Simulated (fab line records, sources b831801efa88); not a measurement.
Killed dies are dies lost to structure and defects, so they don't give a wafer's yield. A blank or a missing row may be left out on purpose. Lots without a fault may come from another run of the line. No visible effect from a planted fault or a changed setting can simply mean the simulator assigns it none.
Code-filled problem report in 8D (eight disciplines) form    flow sky130    the parts of the form that need people (team, actions taken, sign-off) are left out

== 1. PROBLEM STATEMENT ==
At SKY_PAD_OPEN_PROBE_99, killed-at-front-end averages 44 over 6 wafers from 2 lots, while fault-free wafers read 15, standard deviation 4.3. That puts it +6.7 standard deviations away from the usual mean.
First observed at day 48 04:12: wafer L992.2, on prober-01. The record holds 21 wafers of 7 lots with a number at this step. By rule, "out" or "out of limits" means more than 4 standard deviations away from the usual mean. The rest of the wafers with a number are treated as sound.

== 2. WHAT IT IS, WHAT IT ISN'T ==
question                     is                      is not
which readings at this step  killed-at-front-end     killed_at_M0_to_M3, killed_at_M4_up, killed-at-contacts, killed-at-other, killed-open, killed-short
which lots                   L992, L993              L100, L107, L984, L988, L996
which wafers of those lots   all that have a number  -
read on which tools          prober-01               prober-02
when                         from day 48 04:12       up to then (6 sound wafers); but 9 sound wafers of L100, L107, L996 came after

== 3. SUSPECTS, AND WHAT RULES EACH OUT ==
Counting: any tool at a process step up to the reading is kept as a suspect provided that every lot that is out went through it and no sound lot did after the first of them.
- plasma-asher-02 at SKY_VT_ADJUST_LVTN_STRIP_09 (strips in O2/N2): kept. It processed each lot that is out, first L992 at day 9 00:16, and no sound lot thereafter; up to then, the last sound lot it processed was L984 at day 7 07:17.
- prober-01 at SKY_PAD_OPEN_PROBE_99: kept. It processed each lot that is out, first L992 at day 48 04:12, and no sound lot thereafter; up to then, the last sound lot it processed was L988 at day 47 06:29. On those wafers its own readings are out: killed-at-front-end.
Remaining after the count are plasma-asher-02 at SKY_VT_ADJUST_LVTN_STRIP_09 and prober-01 at SKY_PAD_OPEN_PROBE_99.

== 4. THE CAUSE (what the simulator had put in) ==
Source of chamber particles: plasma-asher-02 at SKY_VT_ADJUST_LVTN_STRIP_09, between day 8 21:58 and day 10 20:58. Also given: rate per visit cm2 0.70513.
This tool is one of the 2 suspects left after counting.

== 5. THE EFFECT CHAIN, in route order ==
Each row: a reading where the mean over the struck wafers with a number is more than 3 standard deviations away from the usual. Only readings for which the record gives a usual standard deviation are gone through. hours: the time from each lot's start at the first step in this table that gives one to its start at this step, as a median over the lots. sigmas: the change in usual standard deviations.
hours  step                   reading              usual  on struck wafers  change  sigmas
0      SKY_PAD_OPEN_PROBE_99  killed-at-front-end  15     44                +29     +6.7
Here are the process steps it includes:
- SKY_PAD_OPEN_PROBE_99

== 6. HOW IT WOULD HAVE BEEN CAUGHT EARLIER ==
In this record no reading fell out of limits until day 48 04:12, 942 hours after the fault had begun at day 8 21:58.
No tool reading at SKY_VT_ADJUST_LVTN_STRIP_09 that has a usual standard deviation in the record was out on any struck wafer, so an alarm limit of 4 standard deviations on those readings would not have fired.
By day 48 04:12 the whole set of lots that are out, 2 in number, had already begun SKY_VT_ADJUST_LVTN_STRIP_09 on plasma-asher-02. Holding the tool at that point would not have protected any of them.
